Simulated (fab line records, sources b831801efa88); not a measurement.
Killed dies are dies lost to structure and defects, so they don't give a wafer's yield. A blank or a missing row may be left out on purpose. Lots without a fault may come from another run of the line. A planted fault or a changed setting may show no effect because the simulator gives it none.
Which tool did it? | flow sky130 | 12 lots, 36 wafers sampled, at 1 step of a route of 708

WHAT THE GAUGES READ, wafer by wafer
SKY_FIELD_ISO_BOW_MEAS_00.
lot  | measured    | on            | INCOMING_BOW (um)
L075 | day 1 15:00 | film_metro-01 | 8 -5 10
L077 | day 2 01:02 | film_metro-03 | 2 -12 -10
L079 | day 2 11:00 | film_metro-03 | 4 3 -10
L081 | day 2 21:00 | film_metro-02 | 7 -7 -9
L083 | day 3 07:00 | film_metro-02 | 9 -3 -5
L085 | day 3 17:02 | film_metro-01 | 1 -15 9
L087 | day 4 03:01 | film_metro-02 | 9 -5 -4
L089 | day 4 13:00 | film_metro-02 | -7 8 -5
L091 | day 4 23:00 | film_metro-01 | 1 2 10
L093 | day 5 09:00 | film_metro-03 | 2 5 -2
L095 | day 5 19:00 | film_metro-03 | 4 3 7
L097 | day 6 05:00 | film_metro-01 | 4 1 -7

WHICH TOOL RAN EACH LOT (tool, then ch and the chambers of the sampled wafers, then the start)
The record holds no process step before these readings.

THE ANSWER, worked out from the rows above alone
Rule: what is usual is taken from the lots themselves. Put in order of their means at a reading, lots are off if they are a third of the lots or fewer, leave a main group of 4 or more, and stand apart from it by a gap of 3 or more times the standard deviation of the main group's means; of several such gaps the widest counts. A main group whose means are all the same, to the digits that the tables above print for the reading, isn't used. A lot without any number at a reading at which 4 lots or more have one is off too. The other lots that the step has rows for count as sound.
No lot is off at any reading shown: from this, nothing can be told.

WHAT THE SIMULATOR HAD PUT IN
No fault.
